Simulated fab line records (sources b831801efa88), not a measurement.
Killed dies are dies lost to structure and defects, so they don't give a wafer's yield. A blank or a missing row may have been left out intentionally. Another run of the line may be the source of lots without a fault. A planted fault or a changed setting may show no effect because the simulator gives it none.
Chamber matching :: flow gf180mcu :: 3 sister chambers for GF_V1_CVD_02 on pecvd-02
The step deposits SiO2 from TEOS, target thk 850 nm, time 94.851 s. 6 wafers are shown with their chamber, then 9 later ones without.

## WAFERS, EACH WITH ITS CHAMBER
wafer: L563.6
chamber: 0
heater_power_outer_w (W): 461
heater_power_w (W): 754

wafer: L564.2
chamber: 1
heater_power_outer_w (W): 378
heater_power_w (W): 645

wafer: L564.4
chamber: 1
heater_power_outer_w (W): 394
heater_power_w (W): 685

wafer: L565.2
chamber: 2
heater_power_outer_w (W): 347
heater_power_w (W): 705

wafer: L565.5
chamber: 2
heater_power_outer_w (W): 399
heater_power_w (W): 745

wafer: L565.6
chamber: 0
heater_power_outer_w (W): 499
heater_power_w (W): 803

## WAFERS MISSING THEIR CHAMBER
wafer: L566.1
heater_power_outer_w (W): 385
heater_power_w (W): 693

wafer: L566.2
heater_power_outer_w (W): 329
heater_power_w (W): 673

wafer: L566.5
heater_power_outer_w (W): 388
heater_power_w (W): 747

wafer: L568.2
heater_power_outer_w (W): 512
heater_power_w (W): 825

wafer: L568.3
heater_power_outer_w (W): 413
heater_power_w (W): 722

wafer: L568.5
heater_power_outer_w (W): 418
heater_power_w (W): 736

wafer: L569.3
heater_power_outer_w (W): 405
heater_power_w (W): 760

wafer: L569.5
heater_power_outer_w (W): 312
heater_power_w (W): 590

wafer: L569.6
heater_power_outer_w (W): 421
heater_power_w (W): 806

## THE CHAMBER EACH PASSED THROUGH
wafer: L566.1
from the rows above: can't be placed: 1 or 2
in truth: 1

wafer: L566.2
from the rows above: can't be placed: 1 or 2
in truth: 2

wafer: L566.5
from the rows above: can't be placed: 2 or 1
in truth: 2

wafer: L568.2
from the rows above: 0
in truth: 0

wafer: L568.3
from the rows above: can't be placed: 2 or 1 or 0
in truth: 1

wafer: L568.5
from the rows above: can't be placed: 2 or 1 or 0
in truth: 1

wafer: L569.3
from the rows above: can't be placed: 2 or 0 or 1
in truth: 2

wafer: L569.5
from the rows above: can't be placed: 1 or 2
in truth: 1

wafer: L569.6
from the rows above: can't be placed: 0 or 2
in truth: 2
Placed correctly: 1 of 9. Cannot be placed on the basis of these rows: 8; the candidates contain the true chamber in 8. 0 placed wrongly.
How it was worked out, from the rows above alone: a wafer's distance from a chamber is the root of the sum, over the readings, of the square of ((its reading less the chamber's mean) divided by the reading's scatter). The wafer belongs to the nearest chamber; if the next one is less than 2 further off, it can't be placed. A chamber's mean is the mean of its shown wafers. How the scatter is found: for the shown wafers, subtract from each reading the mean of its chamber, square and add these, divide the total by (wafers less chambers), then take the root.
